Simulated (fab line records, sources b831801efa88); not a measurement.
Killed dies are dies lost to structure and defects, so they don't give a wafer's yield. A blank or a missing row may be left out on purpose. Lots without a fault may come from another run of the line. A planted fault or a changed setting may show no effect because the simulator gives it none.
Which tool did it? | flow sfq_line | 14 lots, 42 wafers sampled, at 6 steps of a route of 325

WHAT THE GAUGES READ, wafer by wafer
SFQ_M4_OVL_MEAS_926. Usual: M4_OVL -1 nm, standard deviation 4.2.
lot  | measured     | on         | M4_OVL (nm) | flag
L405 | day 41 02:02 | overlay-02 | -6 -4 -8    |
L406 | day 41 15:14 | overlay-01 | -3 -2 -4    |
L407 | day 46 21:23 | overlay-02 | -9 -5 -3    |
L412 | day 52 19:51 | overlay-01 | -8 -3 -9    |
L414 | day 55 04:23 | overlay-01 | -1 -2 -3    |
L417 | day 55 17:35 | overlay-02 | 1 0 -3      |
L418 | day 55 20:19 | overlay-01 | 3 1 4       |
L421 | day 56 06:55 | overlay-01 | 6 -4 0      |
L422 | day 56 09:19 | overlay-01 | -8 -6 -7    |
L423 | day 60 21:08 | overlay-01 | -2 -5 1     |
L425 | day 61 02:04 | overlay-01 | 4 7 4       |
L426 | day 61 03:16 | overlay-02 | 1 3 0       |
L427 | day 61 05:40 | overlay-02 | -4 1 -4     |
L428 | day 61 09:16 | overlay-02 | -7 -4 3     |

SFQ_M5_OVL_MEAS_932. Usual: M5_OVL 2 nm, standard deviation 6.6.
lot  | measured     | on         | M5_OVL (nm) | flag
L405 | day 56 22:31 | overlay-01 | 2 -1 5      |
L406 | day 57 00:54 | overlay-01 | 13 14 4     |
L407 | day 57 11:49 | overlay-01 | 5 4 2       |
L412 | day 60 10:20 | overlay-02 | -10 -16 -16 |
L414 | day 61 15:25 | overlay-01 | 4 6 9       |
L417 | day 62 04:13 | overlay-01 | 4 7 -1      |
L418 | day 66 17:35 | overlay-02 | 2 -7 -1     |
L421 | day 66 22:24 | overlay-01 | 8 10 5      |
L422 | day 67 00:49 | overlay-01 | -2 2 -1     |
L423 | day 67 03:12 | overlay-01 | 12 11 6     |
L425 | day 67 05:36 | overlay-01 | 2 6 2       |
L426 | day 67 06:47 | overlay-02 | 2 10 6      |
L427 | day 67 10:23 | overlay-01 | 3 5 -2      |
L428 | day 67 13:59 | overlay-01 | 4 -7 -3     |

WHICH TOOL RAN EACH LOT (tool, then ch and the chambers of the sampled wafers, then the start)
lot  | SFQ_TRILAYER_I0_CMP_CMP_028   | SFQ_TRILAYER_I0_METRO_MEASURE_029 | SFQ_TRILAYER_I0_VIA_ETCH_VIA_ETCH_034 | SFQ_TRILAYER_JJ_TRILAYER_DEP_SPUTTER_110
L405 | cmp-02 ch 0,3, day 10 09:03   | film_metro-03, day 10 11:52       | rie_diel-03 ch 0,3, day 14 21:34      | pvd_sputter-03, day 46 18:58
L406 | cmp-01 ch 0,1,2, day 10 12:40 | film_metro-02, day 10 15:47       | rie_diel-03 ch 2,3, day 15 02:49      | pvd_sputter-06, day 46 20:10
L407 | cmp-02 ch 0,1,2, day 10 23:26 | film_metro-02, day 11 02:16       | rie_diel-01 ch 0,3, day 15 18:25      | pvd_sputter-06, day 47 06:07
L412 | cmp-02 ch 0,1,3, day 12 20:35 | film_metro-02, day 12 22:42       | rie_diel-02 ch 0,2,3, day 18 11:28    | pvd_sputter-06, day 53 04:34
L414 | cmp-01 ch 0,2,3, day 13 05:46 | film_metro-02, day 13 09:05       | rie_diel-01 ch 0,2,3, day 19 08:38    | pvd_sputter-04, day 56 13:56
L417 | cmp-02 ch 0,1,3, day 13 23:46 | film_metro-02, day 14 03:05       | rie_diel-01 ch 0,2,3, day 20 04:30    | pvd_sputter-06, day 56 17:32
L418 | cmp-02 ch 0,1,2, day 14 12:58 | film_metro-03, day 14 16:05       | rie_diel-02 ch 0,2, day 20 16:30      | pvd_sputter-04, day 56 22:18
L421 | cmp-01 ch 1,2, day 15 20:38   | film_metro-04, day 16 00:09       | rie_diel-01 ch 0,1,2, day 22 10:29    | pvd_sputter-04, day 57 03:06
L422 | cmp-01 ch 0,3, day 16 14:02   | film_metro-03, day 16 17:16       | rie_diel-01 ch 0,2,3, day 23 07:37    | pvd_sputter-06, day 58 06:27
L423 | cmp-01 ch 1,2,3, day 17 00:58 | film_metro-02, day 17 03:47       | rie_diel-02 ch 1,2,3, day 23 19:34    | pvd_sputter-04, day 61 06:34
L425 | cmp-01 ch 1,2,3, day 18 06:40 | film_metro-03, day 18 08:59       | rie_diel-03 ch 1,2, day 25 08:46      | pvd_sputter-06, day 61 13:02
L426 | cmp-02 ch 1,2,3, day 18 18:55 | film_metro-03, day 18 22:02       | rie_diel-01 ch 0,2,3, day 25 15:26    | pvd_sputter-04, day 61 13:50
L427 | cmp-01 ch 0,1,3, day 19 12:01 | film_metro-03, day 19 14:08       | rie_diel-01 ch 1,3, day 26 03:34      | pvd_sputter-03, day 61 20:05
L428 | cmp-02 ch 0,1,3, day 19 20:12 | film_metro-04, day 19 23:19       | rie_diel-01 ch 0,1,2, day 26 19:29    | pvd_sputter-06, day 62 02:53
- SFQ_TRILAYER_I0_CMP_CMP_028: polishes SiO2.
- SFQ_TRILAYER_I0_METRO_MEASURE_029
- SFQ_TRILAYER_I0_VIA_ETCH_VIA_ETCH_034: etches SiO2 in CHF3, stops on Nb, target depth 260 nm.
- SFQ_TRILAYER_JJ_TRILAYER_DEP_SPUTTER_110: material Al, target thk 8 nm, time 10 s.

WHAT THE TOOLS THEMSELVES READ (means of the sampled wafers that have a number; where no wafer has one, the mark that the record gives instead)
SFQ_TRILAYER_I0_CMP_CMP_028. Usual: motor_current_A 10.5 A, standard deviation 1.2; time_to_endpoint_s 216 s, standard deviation 6.7.
lot  | tool   | motor_current_A (A) | time_to_endpoint_s (s) | flag
L405 | cmp-02 | 10.3                | 222                    |
L406 | cmp-01 | 10.9                | 219                    |
L407 | cmp-02 | 10.7                | 212                    |
L412 | cmp-02 | 10.7                | 225                    |
L414 | cmp-01 | 10.5                | 209                    |
L417 | cmp-02 | 10.6                | 211                    |
L418 | cmp-02 | 10.7                | 214                    |
L421 | cmp-01 | 10.9                | 214                    |
L422 | cmp-01 | 10.3                | 211                    |
L423 | cmp-01 | 10.3                | 208                    |
L425 | cmp-01 | 10.2                | 216                    |
L426 | cmp-02 | 10.3                | 218                    |
L427 | cmp-01 | 10.1                | 211                    |
L428 | cmp-02 | 10.7                | 213                    |

SFQ_TRILAYER_I0_METRO_MEASURE_029. Usual: thk_nm 200.4 nm, standard deviation 0.97.
lot  | tool          | thk_nm (nm) | flag
L405 | film_metro-03 | 201.3       |
L406 | film_metro-02 | 200.3       |
L407 | film_metro-02 | 200.2       |
L412 | film_metro-02 | 200.1       |
L414 | film_metro-02 | 199.6       |
L417 | film_metro-02 | 205.4       | OFF
L418 | film_metro-03 | 205.4       | OFF
L421 | film_metro-04 | 199.7       |
L422 | film_metro-03 | 200.6       |
L423 | film_metro-02 | 199.7       |
L425 | film_metro-03 | 201.0       |
L426 | film_metro-03 | 200.0       |
L427 | film_metro-03 | 199.2       |
L428 | film_metro-04 | 201.3       |

SFQ_TRILAYER_I0_VIA_ETCH_VIA_ETCH_034. Usual: drypump_motor_current_A 5.9 A, standard deviation 0.51; oes_product_au 0.855 a.u., standard deviation 0.0045.
lot  | tool        | drypump_motor_current_A (A) | oes_product_au (a.u.) | flag
L405 | rie_diel-03 | 5.4                         | 0.856                 |
L406 | rie_diel-03 | 5.8                         | 0.855                 |
L407 | rie_diel-01 | 6.1                         | 0.856                 |
L412 | rie_diel-02 | 6.0                         | 0.855                 |
L414 | rie_diel-01 | 5.8                         | 0.856                 |
L417 | rie_diel-01 | 5.8                         | 0.865                 |
L418 | rie_diel-02 | 5.8                         | 0.870                 | OFF
L421 | rie_diel-01 | 5.7                         | 0.854                 |
L422 | rie_diel-01 | 5.8                         | 0.856                 |
L423 | rie_diel-02 | 5.9                         | 0.855                 |
L425 | rie_diel-03 | 5.9                         | 0.855                 |
L426 | rie_diel-01 | 5.8                         | 0.856                 |
L427 | rie_diel-01 | 6.3                         | 0.852                 |
L428 | rie_diel-01 | 5.7                         | 0.856                 |

SFQ_TRILAYER_JJ_TRILAYER_DEP_SPUTTER_110. Usual: base_pressure_pa 1.34e-06 Pa, standard deviation 1e-07; throttle_valve_pct 29.7 %, standard deviation 0.9.
lot  | tool           | base_pressure_pa (Pa) | throttle_valve_pct (%) | flag
L405 | pvd_sputter-03 | 1.40e-06              | 29.3                   |
L406 | pvd_sputter-06 | 1.37e-06              | 29.3                   |
L407 | pvd_sputter-06 | 1.28e-06              | 29.3                   |
L412 | pvd_sputter-06 | 1.39e-06              | 30.1                   |
L414 | pvd_sputter-04 | 1.27e-06              | 30.3                   |
L417 | pvd_sputter-06 | 1.33e-06              | 29.5                   |
L418 | pvd_sputter-04 | 1.36e-06              | 29.4                   |
L421 | pvd_sputter-04 | 1.36e-06              | 30.1                   |
L422 | pvd_sputter-06 | 1.40e-06              | 28.7                   |
L423 | pvd_sputter-04 | 1.38e-06              | 30.2                   |
L425 | pvd_sputter-06 | 1.34e-06              | 30.1                   |
L426 | pvd_sputter-04 | 1.26e-06              | 29.4                   |
L427 | pvd_sputter-03 | 1.28e-06              | 29.5                   |
L428 | pvd_sputter-06 | 1.25e-06              | 30.1                   |

THE ANSWER, worked out from the rows above alone
Rule: a lot is off if the mean of its wafers that have a number lies more than 3 standard deviations from the usual mean. A lot without any number at a reading at which 4 lots or more have one is off too. The other lots that the step has rows for count as sound. The gauges are gone through in route order, then the tools' own readings, and for those a lot's mean is taken as printed above. The first step at which some lot is off is used, and at that step the reading that is off furthest; a lot without a number counts as furthest.
Off: L417, L418, at SFQ_TRILAYER_I0_METRO_MEASURE_029 (thk_nm).
A tool fits if, at that step or a process step before it, it ran every lot that is off, and no sound lot after the first of them. None of those tried fits.

WHAT THE SIMULATOR HAD PUT IN
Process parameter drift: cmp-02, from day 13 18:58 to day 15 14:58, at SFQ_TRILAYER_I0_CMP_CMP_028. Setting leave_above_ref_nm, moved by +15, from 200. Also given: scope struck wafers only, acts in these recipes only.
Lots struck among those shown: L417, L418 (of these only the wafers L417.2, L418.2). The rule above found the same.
